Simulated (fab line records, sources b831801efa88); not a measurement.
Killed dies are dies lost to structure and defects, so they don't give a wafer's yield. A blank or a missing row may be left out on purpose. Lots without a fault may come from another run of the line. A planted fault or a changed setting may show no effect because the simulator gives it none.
fab line records | flow sky130
record lots=7 wafers=21 last_day=50
route steps=708 shown POLY_GATE@234 LDD_N@237 LDD_P@255 PAD_OPEN@708
lots that met no fault: from a run of the same line without faults
start_h: hours from the record's first day to the start of the lot's first wafer shown | wait_h: hours since the lot's step before | " the same as in the row above | L1.1+2: a row that stands for several wafers | - no value, or no start given | * or withheld: withheld | < > ~ a bound
route shown NAME@n: a module of which the file shows steps, and the number in the route of the first | usual: mean/standard deviation of fault-free wafers | same: alike in all rows | chamber/n: place in a boat | sites: the reading at each site | _std_site: their standard deviation | _edge_site: outer sites' mean less inner sites' | radius_mm: how far each site lies from the wafer's centre | mask NAME#n: copy n | behind: the tool/chamber that last shaped the wafer | hold: why the lot was held/for how many hours/how that ended | device: the transistor (n, p or np) that didn't switch | end of line: the same wafers' tests at the end of the route | a step without rows: its recipe alone | killed: dies lost to structure and defects at the first sort, not the wafer's yield | map: a wafer's dies, x killed, . not, _ none there
set.NAME: the setting as run; set.NAME@STEP: as run at that earlier step | model.NAME: the simulator's own value behind a step, which no gauge read
lots at some steps of the route; a table a step, a row a wafer
services: from which hour (start_h, from the record's first day; less than 0 if before it) a tool's chamber was out of use, for how many hours, and why
## steps
# step SKY_POLY_GATE_OXIDATION_20
# recipe temp_c=850 ambient=O2 stabilise_s=600 purge_s=300 target_thk_a=40 ox_time_s=899
# step SKY_POLY_GATE_THK_MEAS_21
# recipe reads=SiO2_of_POLY_GATE_OXIDATION_20
# usual POLY_GATE_OXIDATION_THK=4.00/0.067
# columns lot.wafer tool chamber start_h wait_h POLY_GATE_OXIDATION_THK[nm]
L301.2 film_metro-03 - 395.33 0.0 3.78
L301.4 " - " " 3.87
L301.5 " - " " 3.94
L303.2 film_metro-04 - 409.82 0.0 4.06
L303.4 " - " " 4.00
L303.6 " - " " 4.05
L304.1 film_metro-03 - 422.36 0.0 3.97
L304.4 " - " " 3.92
L304.5 " - " " 3.96
L306.1 film_metro-04 - 440.72 0.0 3.96
L306.2 " - " " 3.94
L306.4 " - " " 4.02
L310.1 film_metro-04 - 464.53 0.0 3.99
L310.2 " - " " 3.94
L310.6 " - " " 4.02
L319.2 film_metro-02 - 552.63 0.0 4.05
L319.4 " - " " 4.03
L319.5 " - " " 3.96
L320.1 film_metro-02 - 555.43 0.0 4.14
L320.4 " - " " 4.14
L320.6 " - " " 4.07
# step SKY_POLY_GATE_CD_MEAS_22
# usual cd_nm=150.4/1.8
# columns lot.wafer tool chamber start_h wait_h cd_nm
L301.2 cd_sem-01 - 395.40 0.1 150.8
L301.4 " - " " 150.2
L301.5 " - " " 150.7
L303.2 cd_sem-02 - 409.90 0.1 151.9
L303.4 " - " " 152.1
L303.6 " - " " 152.8
L304.1 cd_sem-01 - 422.42 0.1 150.2
L304.4 " - " " 151.3
L304.5 " - " " 150.3
L306.1 cd_sem-01 - 440.78 0.1 151.6
L306.2 " - " " 151.1
L306.4 " - " " 152.1
L310.1 cd_sem-02 - 464.59 0.1 151.5
L310.2 " - " " 151.6
L310.6 " - " " 149.7
L319.2 cd_sem-02 - 552.71 0.1 148.8
L319.4 " - " " 150.9
L319.5 " - " " 149.9
L320.1 cd_sem-01 - 555.49 0.1 151.1
L320.4 " - " " 152.2
L320.6 " - " " 149.8
# step SKY_LDD_N_DEHYDRATE_00
# recipe temp_c=200 time_s=60
# step SKY_LDD_N_HMDS_01
# recipe prime_time_s=60 prime_temp_c=120
# step SKY_LDD_N_COAT_02
# recipe resist=NOVOLAK spin_rpm=3000 resist_thk_nm=300
# step SKY_LDD_N_SOFTBAKE_03
# recipe temp_c=90 time_s=60 resist=NOVOLAK
# step SKY_LDD_N_EXPOSE_04
# recipe mask_id=NTM target_cd_nm=840 na=0.6 source_shape=conventional sigma_outer=0.6 dose_mj=110
# step SKY_LDD_N_PEB_05
# recipe temp_c=withheld time_s=* resist=NOVOLAK
# step SKY_LDD_N_DEVELOP_06
# recipe develop_time_s=60 dev_temp_c=23
# step SKY_LDD_N_OVL_MEAS_07
# usual LDD_N_OVL=-1.1/1.3
# columns lot.wafer tool chamber start_h wait_h LDD_N_OVL[nm]
L301.2 overlay-02 - 425.39 0.1 -4.5
L301.4 " - " " -3.1
L301.5 " - " " -3.7
L303.2 overlay-01 - 439.68 0.1 -0.6
L303.4 " - " " -0.3
L303.6 " - " " -0.8
L304.1 overlay-02 - 452.97 0.1 -1.2
L304.4 " - " " -4.6
L304.5 " - " " -1.8
L306.1 overlay-02 - 471.66 0.1 -1.8
L306.2 " - " " -2.1
L306.4 " - " " -0.3
L310.1 overlay-02 - 495.67 0.1 -0.5
L310.2 " - " " -0.6
L310.6 " - " " -2.0
L319.2 overlay-02 - 582.89 0.1 -1.7
L319.4 " - " " -1.8
L319.5 " - " " -2.1
L320.1 overlay-01 - 585.33 0.1 0.1
L320.4 " - " " -1.5
L320.6 " - " " -2.6
# step SKY_LDD_N_IMPLANT_08
# recipe species=As energy_kev=20 dose_cm2=7.5e+13 tilt_deg=withheld rotation_deg=23
# step SKY_LDD_N_IMPLANT_09
# recipe species=As energy_kev=20 dose_cm2=7.5e+13 tilt_deg=withheld rotation_deg=113
# usual dose_ions_cm2=7.502e+13/8.8e+10 faraday_current_uA=422/8.5
# columns lot.wafer tool chamber start_h wait_h dose_ions_cm2 faraday_current_uA
L301.2 implanter-01 0 425.59 0.1 7.505e+13 420
L301.4 " 0 " " 7.495e+13 422
L301.5 " 0 " " 7.512e+13 426
L303.2 implanter-03 0 439.88 0.1 3.236e+13 187
L303.4 " 0 " " 3.232e+13 184
L303.6 " 0 " " 3.244e+13 182
L304.1 implanter-03 0 453.15 0.1 3.226e+13 179
L304.4 " 0 " " 3.216e+13 183
L304.5 " 0 " " 3.233e+13 179
L306.1 implanter-03 0 471.85 0.1 3.231e+13 188
L306.2 " 0 " " 3.227e+13 181
L306.4 " 0 " " 3.242e+13 179
L310.1 implanter-01 0 495.85 0.1 7.511e+13 417
L310.2 " 0 " " 7.494e+13 412
L310.6 " 0 " " 7.506e+13 416
L319.2 implanter-02 0 583.09 0.1 7.503e+13 427
L319.4 " 0 " " 7.505e+13 424
L319.5 " 0 " " 7.523e+13 410
L320.1 implanter-03 0 585.52 0.1 7.502e+13 407
L320.4 " 0 " " 7.505e+13 422
L320.6 " 0 " " 7.504e+13 428
# step SKY_LDD_N_IMPLANT_10
# recipe species=As energy_kev=20 dose_cm2=7.5e+13 tilt_deg=withheld rotation_deg=203
# step SKY_LDD_N_IMPLANT_11
# recipe species=As energy_kev=20 dose_cm2=7.5e+13 tilt_deg=withheld rotation_deg=293
# step SKY_LDD_N_IMPLANT_12
# recipe species=BF2 energy_kev=50 dose_cm2=5e+12 tilt_deg=30 rotation_deg=0
# step SKY_LDD_N_IMPLANT_13
# recipe species=BF2 energy_kev=50 dose_cm2=5e+12 tilt_deg=30 rotation_deg=90
# step SKY_LDD_N_IMPLANT_14
# recipe species=BF2 energy_kev=50 dose_cm2=5e+12 tilt_deg=30 rotation_deg=180
# step SKY_LDD_N_IMPLANT_15
# recipe species=BF2 energy_kev=50 dose_cm2=5e+12 tilt_deg=30 rotation_deg=270
# step SKY_LDD_N_STRIP_16
# recipe chemistry=O2/N2 power_w=1400 pressure_mtorr=1500 platen_temp_c=withheld o2_flow_sccm=3000 n2_flow_sccm=300 overash_fraction=0.5
# usual drypump_motor_current_A=5.72/0.28 oes_product_au=0.407/0.0043 strip_time_to_endpoint_s=4.313/0.014
# columns lot.wafer tool chamber start_h wait_h drypump_motor_current_A oes_product_au rf_hours_counter_h strip_time_to_endpoint_s
L301.2 plasma_asher-03 1 426.62 0.1 5.71 0.412 31 4.317
L301.4 " 0 " " 5.77 0.410 - 4.326
L301.5 " 0 " " 5.76 0.409 - 4.324
L303.2 plasma_asher-03 0 440.91 0.1 5.75 0.404 32 4.201
L303.4 " 1 " " 5.72 0.405 - 4.175
L303.6 " 0 " " 5.75 0.402 - 4.187
L304.1 plasma_asher-03 1 454.20 0.1 5.70 0.407 34 4.200
L304.4 " 0 " " 5.76 0.408 - 4.190
L304.5 " 1 " " 5.70 0.403 - 4.165
L306.1 plasma_asher-03 0 472.90 0.1 5.76 0.405 36 4.209
L306.2 " 1 " " 5.70 0.405 36 4.175
L306.4 " 0 " " 5.77 0.409 - 4.190
L310.1 plasma_asher-02 1 496.90 0.1 5.45 0.404 67 4.311
L310.2 " 0 " " 6.10 0.404 67 4.295
L310.6 " 0 " " 6.10 0.408 - 4.328
L319.2 plasma_asher-03 0 584.12 0.1 5.77 0.407 49 4.352
L319.4 " 1 " " 5.72 0.407 - 4.332
L319.5 " 1 " " 5.74 0.397 - 4.315
L320.1 plasma_asher-03 1 586.57 0.1 5.70 0.411 49 4.316
L320.4 " 0 " " 5.77 0.415 - 4.293
L320.6 " 0 " " 5.77 0.409 - 4.304
# step SKY_LDD_N_TW_MEAS_17
# usual LDD_N_TW=2596/13
# columns lot.wafer tool chamber start_h wait_h LDD_N_TW
L301.2 film_metro-02 - 426.73 0.1 2602
L301.4 " - " " 2618
L301.5 " - " " 2597
L303.2 film_metro-03 - 441.02 0.1 2504
L303.4 " - " " 2505
L303.6 " - " " 2504
L304.1 film_metro-03 - 454.30 0.1 2509
L304.4 " - " " 2525
L304.5 " - " " 2517
L306.1 film_metro-01 - 473.00 0.1 2516
L306.2 " - " " 2527
L306.4 " - " " 2534
L310.1 film_metro-01 - 497.00 0.1 2603
L310.2 " - " " 2595
L310.6 " - " " 2600
L319.2 film_metro-03 - 584.23 0.1 2598
L319.4 " - " " 2592
L319.5 " - " " 2581
L320.1 film_metro-03 - 586.67 0.1 2601
L320.4 " - " " 2581
L320.6 " - " " 2581
# step SKY_LDD_P_DEHYDRATE_00
# recipe temp_c=200 time_s=60
# step SKY_PAD_OPEN_PROBE_99
# usual killed_at_M0_to_M3=42/7.4 killed_at_M4_up=3.4/1.8 killed_at_contacts=25/5.4 killed_at_front_end=15/4.4 killed_at_other=0.2/0.52 killed_dies=86/9.3 killed_open=47/7.6 killed_short=39/6.5
# same gross_dies=492 killed_at_back_side=0
# columns lot.wafer tool chamber start_h wait_h killed_at_M0_to_M3 killed_at_M4_up killed_at_contacts killed_at_front_end killed_at_other killed_dies killed_open killed_short model.etest.tip_n.rs_ohm_sq model.etest.nfet_01v8_swapped.vt_sat_v
L301.2 prober-02 - 1090.50 0.1 30 2 25 16 0 73 46 27 442.4 0.6586
L301.4 prober-02 - 1090.60 0.2 37 4 28 17 0 86 46 40 440.6 0.6574
L301.5 prober-02 - 1090.65 0.2 45 1 23 17 0 86 40 46 440.4 0.6527
L303.2 prober-02 - 1101.85 0.1 47 0 27 15 0 89 55 34 495.9 0.6663
L303.4 prober-02 - 1101.95 0.2 54 5 25 14 0 98 51 47 491.1 0.668
L303.6 prober-02 - 1102.05 0.2 56 4 19 13 0 92 47 45 490.1 0.6698
L304.1 prober-01 - 1112.12 0.1 37 2 26 28 0 93 45 48 491.5 0.6627
L304.4 prober-01 - 1112.27 0.2 40 6 26 15 0 87 49 38 493.1 0.658
L304.5 prober-01 - 1112.32 0.2 43 5 17 18 1 84 48 36 491 0.6575
L306.1 prober-01 - 1123.77 0.1 34 9 20 17 0 80 33 47 487.8 0.673
L306.2 prober-01 - 1123.82 0.1 46 2 21 9 0 78 44 34 484.4 0.6673
L306.4 prober-01 - 1123.92 0.2 41 2 24 12 0 79 37 42 488.4 0.6743
L310.1 prober-01 - 1140.40 0.1 58 5 19 23 0 105 53 52 441.7 0.6461
L310.2 prober-01 - 1140.45 0.1 53 3 26 18 1 101 57 44 443.5 0.6606
L310.6 prober-01 - 1140.65 0.2 48 3 15 10 0 76 46 30 445.4 0.6374
L319.2 prober-01 - 1188.20 0.1 35 5 33 13 0 86 43 43 448.2 0.6399
L319.4 prober-01 - 1188.30 0.2 38 3 21 6 0 68 44 24 446.4 0.6441
L319.5 prober-01 - 1188.35 0.2 31 5 30 17 0 83 46 37 446.9 0.6398
L320.1 prober-02 - 1191.55 0.1 59 4 30 16 0 109 56 53 445.4 0.6678
L320.4 prober-02 - 1191.70 0.2 46 2 14 14 0 76 42 34 439.8 0.6531
L320.6 prober-02 - 1191.80 0.2 42 2 24 13 0 81 53 28 443 0.6509
# killed by level:class
L301.2 CONTACT:geometric_particle:open=10 VIA1:geometric_particle:open=8 LI_CONTACT:geometric_particle:open=7 FIELD_ISO:geometric_particle:open=6 VIA2:geometric_particle:open=6 LOCAL_INTERCONNECT:geometric_particle:short=5 VIA3:geometric_particle:open=4 VIA3:geometric_particle:short=4
L301.4 CONTACT:geometric_particle:open=8 VIA1:geometric_particle:open=8 LI_CONTACT:geometric_particle:open=7 CONTACT:geometric_particle:short=7 METAL2:geometric_particle:short=7 FIELD_ISO:geometric_particle:open=5 VIA3:geometric_particle:open=5 LOCAL_INTERCONNECT:geometric_particle:short=5
L301.5 FIELD_ISO:geometric_particle:short=8 CONTACT:geometric_particle:open=8 METAL2:geometric_particle:short=8 VIA1:geometric_particle:open=7 VIA3:geometric_particle:open=7 LI_CONTACT:geometric_particle:open=6 METAL1:geometric_particle:short=6 POLY_GATE:geometric_particle:short=4
L303.2 VIA1:geometric_particle:open=15 LI_CONTACT:geometric_particle:open=8 LOCAL_INTERCONNECT:geometric_particle:short=7 CONTACT:geometric_particle:open=6 VIA3:geometric_particle:open=6 FIELD_ISO:geometric_particle:open=5 VIA1:geometric_particle:short=5 METAL1:geometric_particle:open=4
L303.4 LI_CONTACT:geometric_particle:open=11 VIA1:geometric_particle:short=9 VIA1:geometric_particle:open=9 VIA3:geometric_particle:open=7 METAL1:geometric_particle:short=7 CONTACT:geometric_particle:open=6 VIA2:geometric_particle:open=6 FIELD_ISO:geometric_particle:short=5
L303.6 METAL1:geometric_particle:short=14 VIA2:geometric_particle:open=7 METAL2:geometric_particle:short=7 VIA3:geometric_particle:open=7 LI_CONTACT:geometric_particle:open=6 VIA1:geometric_particle:open=6 FIELD_ISO:geometric_particle:open=5 CONTACT:geometric_particle:open=5
L304.1 VIA1:geometric_particle:open=11 LI_CONTACT:geometric_particle:open=9 FIELD_ISO:geometric_particle:short=6 POLY_GATE:geometric_particle:short=6 METAL1:geometric_particle:short=6 LI_CONTACT:geometric_particle:short=5 CONTACT:geometric_particle:open=5 VIA2:geometric_particle:short=5
L304.4 VIA1:geometric_particle:open=11 VIA3:geometric_particle:open=9 CONTACT:geometric_particle:open=8 CONTACT:geometric_particle:short=6 METAL2:geometric_particle:short=6 POLY_GATE:geometric_particle:open=5 LOCAL_INTERCONNECT:geometric_particle:short=5 LI_CONTACT:geometric_particle:open=4
L304.5 VIA1:geometric_particle:open=11 VIA1:geometric_particle:short=6 LI_CONTACT:geometric_particle:open=6 VIA2:geometric_particle:open=6 POLY_GATE:geometric_particle:short=5 POLY_GATE:geometric_particle:open=5 CONTACT:geometric_particle:open=5 VIA3:geometric_particle:open=5
L306.1 CONTACT:geometric_particle:open=7 METAL4:geometric_particle:short=7 POLY_GATE:geometric_particle:short=5 CONTACT:geometric_particle:short=5 METAL1:geometric_particle:short=5 VIA1:geometric_particle:open=5 FIELD_ISO:geometric_particle:short=4 VIA1:geometric_particle:short=4
L306.2 VIA1:geometric_particle:short=11 CONTACT:geometric_particle:open=9 VIA2:geometric_particle:open=9 VIA1:geometric_particle:open=8 METAL1:geometric_particle:short=5 VIA3:geometric_particle:open=4 LI_CONTACT:geometric_particle:open=3 CONTACT:geometric_particle:short=3
L306.4 METAL2:geometric_particle:short=11 VIA1:geometric_particle:open=10 CONTACT:geometric_particle:open=7 CONTACT:geometric_particle:short=6 LI_CONTACT:geometric_particle:open=5 VIA2:geometric_particle:open=5 FIELD_ISO:geometric_particle:short=4 LOCAL_INTERCONNECT:geometric_particle:short=4
L310.1 VIA1:geometric_particle:open=12 VIA1:geometric_particle:short=10 VIA2:geometric_particle:open=7 FIELD_ISO:geometric_particle:short=6 POLY_GATE:geometric_particle:open=6 LI_CONTACT:geometric_particle:open=6 VIA2:geometric_particle:short=6 FIELD_ISO:geometric_particle:open=5
L310.2 VIA2:geometric_particle:open=16 VIA1:geometric_particle:open=10 CONTACT:geometric_particle:open=8 LI_CONTACT:geometric_particle:open=7 METAL2:geometric_particle:short=7 LOCAL_INTERCONNECT:geometric_particle:short=6 FIELD_ISO:geometric_particle:short=4 POLY_GATE:geometric_particle:short=4
L310.6 METAL2:geometric_particle:short=9 CONTACT:geometric_particle:open=8 VIA1:geometric_particle:open=7 VIA2:geometric_particle:open=7 LI_CONTACT:geometric_particle:open=6 VIA3:geometric_particle:open=6 METAL1:geometric_particle:short=5 VIA2:geometric_particle:short=5
L319.2 CONTACT:geometric_particle:open=13 LI_CONTACT:geometric_particle:open=9 POLY_GATE:geometric_particle:short=5 VIA1:geometric_particle:open=5 VIA1:geometric_particle:short=5 LOCAL_INTERCONNECT:geometric_particle:short=4 METAL1:geometric_particle:short=4 VIA3:geometric_particle:short=4
L319.4 VIA3:geometric_particle:open=9 VIA2:geometric_particle:open=9 LI_CONTACT:geometric_particle:open=8 METAL1:geometric_particle:short=6 VIA1:geometric_particle:open=6 METAL2:geometric_particle:short=4 CONTACT:geometric_particle:open=4 FIELD_ISO:geometric_particle:open=3
L319.5 CONTACT:geometric_particle:open=13 CONTACT:geometric_particle:short=8 METAL2:geometric_particle:open=6 VIA1:geometric_particle:open=5 POLY_GATE:geometric_particle:short=4 METAL1:geometric_particle:short=4 VIA2:geometric_particle:open=4 METAL4:geometric_particle:short=4
L320.1 CONTACT:geometric_particle:open=13 VIA1:geometric_particle:open=12 VIA2:geometric_particle:open=11 VIA1:geometric_particle:short=7 METAL2:geometric_particle:short=7 CONTACT:geometric_particle:short=6 METAL3:geometric_particle:short=6 VIA3:geometric_particle:open=6
L320.4 VIA1:geometric_particle:open=12 VIA3:geometric_particle:open=12 LI_CONTACT:geometric_particle:open=5 VIA1:geometric_particle:short=5 POLY_GATE:geometric_particle:open=4 POLY_GATE:geometric_particle:short=4 METAL1:geometric_particle:short=4 VIA2:geometric_particle:open=4
L320.6 VIA1:geometric_particle:open=13 LI_CONTACT:geometric_particle:open=9 METAL1:geometric_particle:short=7 VIA2:geometric_particle:open=7 VIA3:geometric_particle:open=6 CONTACT:geometric_particle:open=5 POLY_GATE:geometric_particle:open=4 LOCAL_INTERCONNECT:geometric_particle:open=4
## services
# columns tool chamber start_h hours kind
plasma_asher-03 - 411.66 0.6 repair
implanter-03 - 426.88 0.7 repair
implanter-02 - 447.07 3.8 repair
implanter-02 - 459.82 1.6 repair
implanter-03 - 493.13 1.9 repair
plasma_asher-02 - 513.63 28.1 pm
implanter-02 - 558.56 2.8 repair
plasma_asher-02 - 566.97 3.0 repair
implanter-02 - 568.65 3.4 pm
## key
first_sign step=SKY_LDD_N_IMPLANT_09 reading=dose_ions_cm2 direction=down sigmas=99+ usual=* struck=*
effect step=SKY_LDD_N_IMPLANT_09 reading=faraday_current_uA direction=down sigmas=28 usual=422 struck=182
effect step=SKY_LDD_N_STRIP_16 reading=strip_time_to_endpoint_s direction=down sigmas=8.8 usual=* struck=*
effect step=SKY_LDD_N_TW_MEAS_17 reading=LDD_N_TW direction=down sigmas=6.4 usual=2596 struck=2516
model_effect step=SKY_PAD_OPEN_PROBE_99 value=etest.tip_n.rs_ohm_sq without=443.4 struck=490.4
met_at SKY_LDD_N_IMPLANT_09
struck_wafers L303.2,L303.4,L303.6,L304.1,L304.4,L304.5,L306.1,L306.2,L306.4
tester_left_out L303,L304,L306
fault kind=process_parameter_drift tool=implanter-03 chamber=- onset_h=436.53 steps=SKY_LDD_N_IMPLANT_09 channel=dose_cm2 offset=* shape=step end_h=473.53 acts_in=* stated=*
# tester_left_out: of these lots the tester's yield and bins aren't shown, on N5 and GAA mostly nor the transistor test; their killed dies are dies lost to structure and defects alone, not to doping, threshold or leakage, so they don't give the yield
